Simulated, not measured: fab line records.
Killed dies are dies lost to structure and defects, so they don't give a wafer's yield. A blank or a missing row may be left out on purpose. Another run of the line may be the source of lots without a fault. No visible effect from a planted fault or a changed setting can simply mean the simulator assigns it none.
fab line records	flow sky130
record lots=5	wafers=15	last-day=50
route steps=708 shown POLY_GATE@219 PAD_OPEN@708
lots untouched by any fault: they come from a run of this same line in which no faults occurred
start-h: the number of hours between the record's first day and the start of the first shown wafer of the lot	wait-h: how many hours have passed since the lot's step before this one	" identical to the entry in the row above	L1.1+2: several wafers, shown together as one row	- no value, or no start was given	* or withheld: withheld	< > ~ a bound
route shown NAME@n: NAME is a module with steps in the file, n the number in the route of the first one	usual: mean/standard deviation taken from wafers without a fault	same: alike in all rows	chamber/n: place in a boat	sites: the reading at each site	_std_site: how widely they spread, as a standard deviation	_edge_site: inner sites' mean taken away from outer sites' mean	radius-mm: how far each site lies from the wafer's centre	mask NAME#n: copy n	behind: the most recent tool/chamber to have shaped the wafer	hold: what put the lot on hold/how long, in hours/how the hold closed	device: the transistor (n, p or np) that didn't switch	end of line: tests run on the same wafers once the route is complete	a step given without rows: its recipe and nothing more	killed: not the wafer's yield, but the dies lost to structure and defects at the first sort	map: per-die view of a wafer (x killed, . not killed, _ where there is no die)
set.NAME: the setting the step ran with; set.NAME@STEP: the setting that earlier step ran with	model.NAME: the simulator's own value behind a step, which no gauge read
a table for each step, a row for each wafer; lots at some steps of the route
services: a tool's chamber out of use, with start hour (start-h, from the record's first day; less than 0 if before it), hours out, and reason
## steps
# step SKY_POLY_GATE_DEHYDRATE_05
# recipe temp-c=200	time-s=60
# step SKY_POLY_GATE_HMDS_06
# recipe prime-time-s=60	prime-temp-c=120
# step SKY_POLY_GATE_COAT_07
# recipe resist=BARC	temp-c=withheld	time-s=withheld	spin-rpm=3000	resist-thk-nm=110
# step SKY_POLY_GATE_COAT_08
# recipe resist=KrF-thick	spin-rpm=3000	resist-thk-nm=450
# step SKY_POLY_GATE_SOFTBAKE_09
# recipe temp-c=100	time-s=87.27	resist=KrF-thick
# step SKY_POLY_GATE_EXPOSE_10
# recipe mask-id=P1M	na=0.68	source-shape=conventional	sigma-outer=0.6	target-cd-nm=150	dose-mj=28
# step SKY_POLY_GATE_PEB_11
# recipe peb-temp-c=withheld	peb-time-s=withheld	resist=KrF-thick
# step SKY_POLY_GATE_DEVELOP_12
# recipe develop-time-s=60	resist=KrF-thick	dev-temp-c=21
# step SKY_POLY_GATE_CD_MEAS_13
# recipe target-cd-nm=150
# usual cd-nm=150.2/1.5
lot.wafer	tool	chamber	start-h	wait-h	cd-nm
L216.1	cd-sem-02	-	382.95	-	150.0
L216.2	"	-	"	"	149.1
L216.4	"	-	"	"	149.9
L227.1	cd-sem-01	-	474.56	-	147.9
L227.3	"	-	"	"	148.4
L227.6	"	-	"	"	147.5
L229.2	cd-sem-02	-	495.82	-	150.7
L229.3	"	-	"	"	151.1
L229.4	"	-	"	"	152.2
L237.2	cd-sem-01	-	563.91	-	148.2
L237.5	"	-	"	"	149.3
L237.6	"	-	"	"	148.0
L236.3	cd-sem-01	-	567.34	-	149.1
L236.5	"	-	"	"	148.4
L236.6	"	-	"	"	149.1
# step SKY_POLY_GATE_OVL_MEAS_14
# usual POLY_GATE_OVL=-3/5.6
lot.wafer	tool	chamber	start-h	wait-h	POLY_GATE_OVL[nm]
L216.1	overlay-01	-	383.07	0.1	-8
L216.2	"	-	"	"	-5
L216.4	"	-	"	"	-1
L227.1	overlay-01	-	474.68	0.1	-2
L227.3	"	-	"	"	1
L227.6	"	-	"	"	-12
L229.2	overlay-02	-	495.93	0.1	-3
L229.3	"	-	"	"	5
L229.4	"	-	"	"	6
L237.2	overlay-02	-	564.02	0.1	-4
L237.5	"	-	"	"	-6
L237.6	"	-	"	"	-5
L236.3	overlay-02	-	567.44	0.1	-3
L236.5	"	-	"	"	-13
L236.6	"	-	"	"	-8
# step SKY_POLY_GATE_ETCH_15
# recipe chemistry=N2/H2	target=BARC	ion-energy-ev=200	source-w=500	bias-w=100	pressure-mtorr=30	n2-flow-sccm=100	h2-flow-sccm=200	stop-on=SiO2	time-s=118.5	target-depth-a=1100
# usual drypump-motor-current-A=5.7/0.37	oes-product-au=0.715/0.0043	throttle-valve-pct=13.212/0.0097
lot.wafer	tool	chamber	start-h	wait-h	drypump-motor-current-A	oes-product-au	rf-hours-counter-h	throttle-valve-pct
L216.1	rie-diel-01	2	383.11	0.0	5.4	0.716	87	13.216
L216.2	"	3	"	"	5.5	0.718	5	13.215
L216.4	"	0	"	"	5.7	0.712	28	13.207
L227.1	rie-diel-02	2	474.71	0.0	6.1	0.712	89	13.198
L227.3	"	1	"	"	5.7	0.718	34	13.208
L227.6	"	0	"	"	6.3	0.716	-	13.236
L229.2	rie-diel-01	3	495.96	0.0	5.5	0.715	8	13.229
L229.3	"	2	"	"	5.4	0.717	90	13.198
L229.4	"	0	"	"	5.7	0.713	31	13.221
L237.2	rie-diel-01	2	564.05	0.0	5.4	0.713	1	13.206
L237.5	"	3	"	"	5.5	0.718	-	13.225
L237.6	"	0	"	"	5.7	0.715	-	13.205
L236.3	rie-diel-01	2	567.46	0.0	5.4	0.714	1	13.214
L236.5	"	3	"	"	5.5	0.713	-	13.221
L236.6	"	0	"	"	5.8	0.709	-	13.201
# step SKY_POLY_GATE_ETCH_16
# recipe stop-on=poly-Si	chemistry=CH3F/O2	target=Si3N4	source-w=400	bias-w=80	pressure-mtorr=25	ch3f-flow-sccm=40	O2_flow_sccm=30	time-s=147.5	target-depth-a=750
# usual drypump-motor-current-A=5.7/0.36	oes-product-au=0.640/0.0055	throttle-valve-pct=10.535/0.0091
lot.wafer	tool	chamber	start-h	wait-h	drypump-motor-current-A	oes-product-au	rf-hours-counter-h	throttle-valve-pct
L216.1	rie-diel-01	2	383.19	0.0	5.4	0.636	87	10.531
L216.2	"	3	"	"	5.5	0.637	6	10.531
L216.4	"	0	"	"	5.7	0.640	28	10.528
L227.1	rie-diel-02	2	474.80	0.0	6.1	0.638	89	10.541
L227.3	"	1	"	"	5.7	0.645	34	10.540
L227.6	"	0	"	"	6.3	0.637	-	10.549
L229.2	rie-diel-01	3	496.04	0.0	5.5	0.648	8	10.534
L229.3	"	2	"	"	5.4	0.644	90	10.552
L229.4	"	0	"	"	5.7	0.643	31	10.550
L237.2	rie-diel-01	2	564.13	0.0	5.4	0.630	1	10.534
L237.5	"	3	"	"	5.5	0.643	-	10.541
L237.6	"	0	"	"	5.7	0.631	-	10.545
L236.3	rie-diel-01	2	567.54	0.0	5.4	0.646	1	10.526
L236.5	"	3	"	"	5.5	0.634	-	10.531
L236.6	"	0	"	"	5.7	0.637	-	10.541
# step SKY_POLY_GATE_ETCH_17
# recipe target-depth-nm=180	stop-on=SiO2	over-etch-frac=0.56667	chemistry=HBr/Cl2	target=poly-Si	icp-w=400	bias-w=100	pressure-mtorr=10	HBr_flow_sccm=150	Cl2_flow_sccm=50	time-s=70.5
# usual drypump-motor-current-A=5.9/0.56	oes-product-au=0.991/0.01	throttle-valve-pct=33.684/0.0095
lot.wafer	tool	chamber	start-h	wait-h	drypump-motor-current-A	oes-product-au	rf-hours-counter-h	throttle-valve-pct	model.KrF-thick_of_POLY_GATE_COAT_08.thk-nm	model.POLY_GATE.feature-depth-nm	model.etch.depth-nm
L216.1	rie-si-02	1	383.29	0.0	6.2	0.987	16	33.689	138.9	179.5	179.5
L216.2	"	3	"	"	5.2	0.980	3	33.689	139.9	173.8	173.8
L216.4	"	2	"	"	4.8	0.998	82	33.678	139.1	180.9	180.9
L227.1	rie-si-02	2	474.89	0.0	4.9	0.989	1	33.688	136.3	180.8	180.8
L227.3	"	0	"	"	6.4	1.005	1	33.694	141.4	182.5	182.5
L227.6	"	1	"	"	6.2	0.989	-	33.683	141.1	178.3	178.3
L229.2	rie-si-01	0	496.14	0.0	6.6	0.995	29	33.689	136.7	178.6	178.6
L229.3	"	3	"	"	6.2	1.026	0	33.695	107.1	187.1	186.2
L229.4	"	3	"	"	6.2	0.978	-	33.684	143.9	174.4	174.4
L237.2	rie-si-01	1	564.23	0.0	5.9	1.006	1	33.696	135.7	184.2	184.2
L237.5	"	0	"	"	6.5	1.001	-	33.689	136.5	179.5	179.5
L237.6	"	3	"	"	6.2	0.977	-	33.676	143.4	175	175
L236.3	rie-si-02	1	567.64	0.0	6.2	0.994	17	33.666	141.1	178.6	178.6
L236.5	"	1	"	"	6.2	0.992	-	33.676	142.1	177.9	177.9
L236.6	"	0	"	"	6.4	0.987	-	33.693	145.3	178.8	178.8
# step SKY_POLY_GATE_STRIP_18
# recipe chemistry=O2/N2	power-w=1400	pressure-mtorr=1500	platen-temp-c=withheld	o2-flow-sccm=3000	n2-flow-sccm=300	overash-fraction=0.5
# usual drypump-motor-current-A=6.0/0.43	oes-product-au=0.361/0.0054	strip-time-to-endpoint-s=3.18/0.046
lot.wafer	tool	chamber	start-h	wait-h	drypump-motor-current-A	oes-product-au	rf-hours-counter-h	strip-time-to-endpoint-s
L216.1	plasma-asher-01	0	383.35	0.0	6.2	0.360	56	3.16
L216.2	"	1	"	"	5.9	0.355	56	3.17
L216.4	"	1	"	"	5.9	0.363	-	3.14
L227.1	plasma-asher-01	0	474.95	0.0	6.1	0.360	66	3.12
L227.3	"	0	"	"	6.2	0.358	-	3.17
L227.6	"	0	"	"	6.2	0.367	-	3.19
L229.2	plasma-asher-02	1	496.20	0.0	5.2	0.361	33	3.14
L229.3	"	1	"	"	5.2	0.348	-	2.79
L229.4	"	0	"	"	6.3	0.362	-	3.18
L237.2	plasma-asher-03	0	564.28	0.0	5.8	0.351	85	3.14
L237.5	"	1	"	"	6.6	0.365	-	3.13
L237.6	"	0	"	"	5.8	0.362	-	3.21
L236.3	plasma-asher-01	0	567.73	0.1	6.2	0.367	-	3.16
L236.5	"	0	"	"	6.2	0.367	-	3.19
L236.6	"	1	"	"	5.9	0.364	-	3.20
# step SKY_POLY_GATE_CLEAN_19
# recipe chemistry=SC1/SC2	mix=1:4:20	temp-c=70	time-s=150	dry=n2-spin
# step SKY_PAD_OPEN_PROBE_99
# usual killed_at_M0_to_M3=43/6.6	killed_at_M4_up=3.4/1.8	killed-at-contacts=24/5.7	killed-at-front-end=15/4.2	killed-at-other=0.3/0.58	killed-dies=86/8	killed-open=46/7.2	killed-short=39/5.8
# same gross-dies=492	killed-at-back-side=0
lot.wafer	tool	chamber	start-h	wait-h	killed_at_M0_to_M3	killed_at_M4_up	killed-at-contacts	killed-at-front-end	killed-at-other	killed-dies	killed-open	killed-short	model.etest.tip-sonos.rs-ohm-sq	model.etest.tip-n.rs-ohm-sq	model.etest.res-pdiff-hv.rs-ohm-sq	model.etest.res-ndiff-hv.rs-ohm-sq
L216.1	prober-02	-	1092.00	0.1	42	3	22	16	0	83	36	46	2786	445.3	192.3	114.5
L216.2	prober-02	-	1092.05	0.1	35	4	26	15	1	81	41	40	2793	445.6	191.3	113.9
L216.4	prober-02	-	1092.15	0.2	39	1	22	14	2	78	33	44	2677	442.6	191.6	113.5
L227.1	prober-02	-	1156.37	0.1	45	1	28	13	2	89	45	42	2607	439.7	188	112.9
L227.3	prober-02	-	1156.47	0.2	44	3	32	14	1	94	56	38	2616	442.9	189.8	114
L227.6	prober-02	-	1156.62	0.2	32	6	28	11	2	79	45	33	2644	438.8	188.7	112.4
L229.2	prober-02	-	1164.48	0.1	42	4	23	12	1	82	53	29	2688	446.9	194.4	113.8
L229.3	prober-02	-	1164.53	0.2	38	4	33	18	0	93	54	39	2434	442.4	189.1	113.5
L229.4	prober-02	-	1164.58	0.2	42	6	28	13	0	89	54	35	2682	448.9	195.1	114.9
L237.2	prober-01	-	1200.08	0.1	46	4	22	12	1	85	45	40	2723	433.3	191.5	114.5
L237.5	prober-01	-	1200.23	0.2	46	3	19	23	0	91	44	46	2730	434.6	190.1	114.7
L237.6	prober-01	-	1200.28	0.2	40	3	21	12	1	77	44	32	2724	438.1	190	114.1
L236.3	prober-02	-	1204.13	0.2	39	5	26	16	0	86	52	33	2677	446.9	190.1	116.6
L236.5	prober-02	-	1204.23	0.2	46	2	14	29	0	91	51	40	2661	442	189.7	114.4
L236.6	prober-02	-	1204.28	0.2	44	1	24	10	0	79	55	24	2645	442.4	189	115.4
# killed by level:class
L216.1 CONTACT:geometric-particle:open=12 VIA3:geometric-particle:open=8 VIA2:geometric-particle:short=6 CONTACT:geometric-particle:short=6 VIA1:geometric-particle:open=6 METAL2:geometric-particle:short=6 METAL1:geometric-particle:short=5 POLY_GATE:geometric-particle:short=4
L216.2 VIA1:geometric-particle:open=11 LI_CONTACT:geometric-particle:open=10 CONTACT:geometric-particle:open=6 METAL2:geometric-particle:short=6 FIELD_ISO:geometric-particle:short=4 VIA2:geometric-particle:short=4 POLY_CUT:geometric-particle:short=3 LI_CONTACT:geometric-particle:short=3
L216.4 METAL1:geometric-particle:short=10 VIA2:geometric-particle:open=8 LI_CONTACT:geometric-particle:short=6 METAL2:geometric-particle:short=6 VIA1:geometric-particle:open=5 CONTACT:geometric-particle:short=5 FIELD_ISO:geometric-particle:open=4 FIELD_ISO:geometric-particle:short=3
L227.1 VIA1:geometric-particle:open=9 CONTACT:geometric-particle:short=7 CONTACT:geometric-particle:open=7 VIA2:geometric-particle:open=7 METAL2:geometric-particle:short=6 LOCAL_INTERCONNECT:geometric-particle:short=5 FIELD_ISO:geometric-particle:open=4 LI_CONTACT:geometric-particle:open=4
L227.3 CONTACT:geometric-particle:open=13 VIA3:geometric-particle:open=11 VIA1:geometric-particle:open=8 CONTACT:geometric-particle:short=7 METAL1:geometric-particle:short=6 VIA2:geometric-particle:open=6 FIELD_ISO:geometric-particle:short=5 LI_CONTACT:geometric-particle:open=5
L227.6 CONTACT:geometric-particle:open=10 VIA1:geometric-particle:open=7 VIA1:geometric-particle:short=6 FIELD_ISO:geometric-particle:short=5 LI_CONTACT:geometric-particle:short=5 LI_CONTACT:geometric-particle:open=5 VIA2:geometric-particle:open=5 VIA3:geometric-particle:open=5
L229.2 CONTACT:geometric-particle:open=17 VIA1:geometric-particle:open=12 VIA1:geometric-particle:short=7 VIA2:geometric-particle:open=5 VIA3:geometric-particle:open=5 POLY_GATE:geometric-particle:short=4 FIELD_ISO:geometric-particle:short=3 POLY_GATE:geometric-particle:open=3
L229.3 CONTACT:geometric-particle:open=14 LOCAL_INTERCONNECT:geometric-particle:short=11 VIA2:geometric-particle:open=10 VIA1:geometric-particle:open=9 FIELD_ISO:geometric-particle:short=6 FIELD_ISO:geometric-particle:open=5 VIA3:geometric-particle:open=5 LI_CONTACT:geometric-particle:open=4
L229.4 VIA1:geometric-particle:open=16 CONTACT:geometric-particle:open=9 VIA2:geometric-particle:open=8 LI_CONTACT:geometric-particle:open=7 CONTACT:geometric-particle:short=6 METAL4:geometric-particle:short=5 FIELD_ISO:geometric-particle:short=4 FIELD_ISO:geometric-particle:open=4
L237.2 CONTACT:geometric-particle:open=10 METAL2:geometric-particle:short=8 VIA2:geometric-particle:open=8 METAL1:geometric-particle:short=7 VIA1:geometric-particle:open=7 LI_CONTACT:geometric-particle:open=5 VIA2:geometric-particle:short=4 VIA3:geometric-particle:open=4
L237.5 VIA1:geometric-particle:open=10 FIELD_ISO:geometric-particle:short=6 VIA2:geometric-particle:open=6 POLY_GATE:geometric-particle:short=6 LI_CONTACT:geometric-particle:open=6 CONTACT:geometric-particle:open=5 CONTACT:geometric-particle:short=5 VIA1:geometric-particle:short=5
L237.6 CONTACT:geometric-particle:open=8 LI_CONTACT:geometric-particle:open=7 VIA1:geometric-particle:open=7 VIA2:geometric-particle:open=6 FIELD_ISO:geometric-particle:open=5 METAL1:geometric-particle:short=5 VIA1:geometric-particle:short=5 VIA2:geometric-particle:short=5
L236.3 VIA1:geometric-particle:open=11 CONTACT:geometric-particle:open=10 LI_CONTACT:geometric-particle:open=9 CONTACT:geometric-particle:short=5 POLY_GATE:geometric-particle:short=4 SPACER:geometric-particle:open=4 METAL1:geometric-particle:open=4 VIA2:geometric-particle:open=4
L236.5 VIA1:geometric-particle:open=10 POLY_GATE:geometric-particle:short=9 POLY_GATE:geometric-particle:open=9 FIELD_ISO:geometric-particle:open=7 LI_CONTACT:geometric-particle:open=6 VIA1:geometric-particle:short=6 VIA3:geometric-particle:open=5 VIA2:geometric-particle:open=5
L236.6 CONTACT:geometric-particle:open=10 VIA1:geometric-particle:open=10 VIA2:geometric-particle:open=9 LI_CONTACT:geometric-particle:open=7 METAL1:geometric-particle:short=5 VIA3:geometric-particle:open=5 FIELD_ISO:geometric-particle:open=4 POLY_GATE:geometric-particle:open=3
## services
tool	chamber	start-h	hours	kind
rie-si-02	2	385.55	-	clean
rie-si-02	2	385.55	18.8	scheduled-down
rie-si-02	2	385.55	18.8	vent-cycle
rie-si-01	1	390.92	1.0	repair
rie-si-02	1	392.72	7.9	repair
plasma-asher-01	-	413.22	0.4	repair
plasma-asher-03	-	449.51	0.4	repair
rie-si-02	-	451.01	14.6	pm
plasma-asher-03	-	461.41	14.6	pm
rie-diel-02	-	477.62	0.3	repair
plasma-asher-02	-	482.00	0.3	repair
rie-si-01	1	487.67	19.8	repair
rie-si-02	-	493.67	15.6	pm
rie-si-01	-	511.19	0.3	repair
rie-diel-01	2	516.22	-	clean
rie-diel-01	2	516.22	10.2	scheduled-down
rie-diel-01	2	516.22	10.2	vent-cycle
rie-si-01	3	518.22	9.2	repair
plasma-asher-03	-	527.25	6.4	repair
rie-diel-02	3	538.49	3.9	repair
plasma-asher-01	-	544.60	0.6	repair
rie-si-01	1	550.96	3.5	repair
rie-si-01	1	556.21	5.7	repair
rie-si-01	-	561.91	0.4	repair
## key
first-sign step=SKY_POLY_GATE_ETCH_17	reading=oes-product-au	direction=up	sigmas=3.5	usual=0.991	struck=1.026
effect step=SKY_POLY_GATE_STRIP_18	reading=strip-time-to-endpoint-s	direction=down	sigmas=8.4	usual=*	struck=*
model-effect step=SKY_POLY_GATE_ETCH_17	value=KrF-thick_of_POLY_GATE_COAT_08.thk-nm	without=140.5	struck=107.1
model-effect step=SKY_PAD_OPEN_PROBE_99	value=etest.tip-sonos.rs-ohm-sq	without=2706	struck=2434
met-at SKY_POLY_GATE_ETCH_17
struck-wafers L229.3
tester-left-out L229
fault kind=process-parameter-drift	tool=rie-si-01	chamber=-	onset-h=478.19	steps=SKY_POLY_GATE_ETCH_17	channel=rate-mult	offset=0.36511	shape=step	end-h=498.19	scope=struck-wafers-only
# tester-left-out: of these lots the tester's yield and bins aren't shown, on N5 and GAA mostly nor the transistor test; their killed dies are dies lost to structure and defects alone, not to doping, threshold or leakage, so they don't give the yield
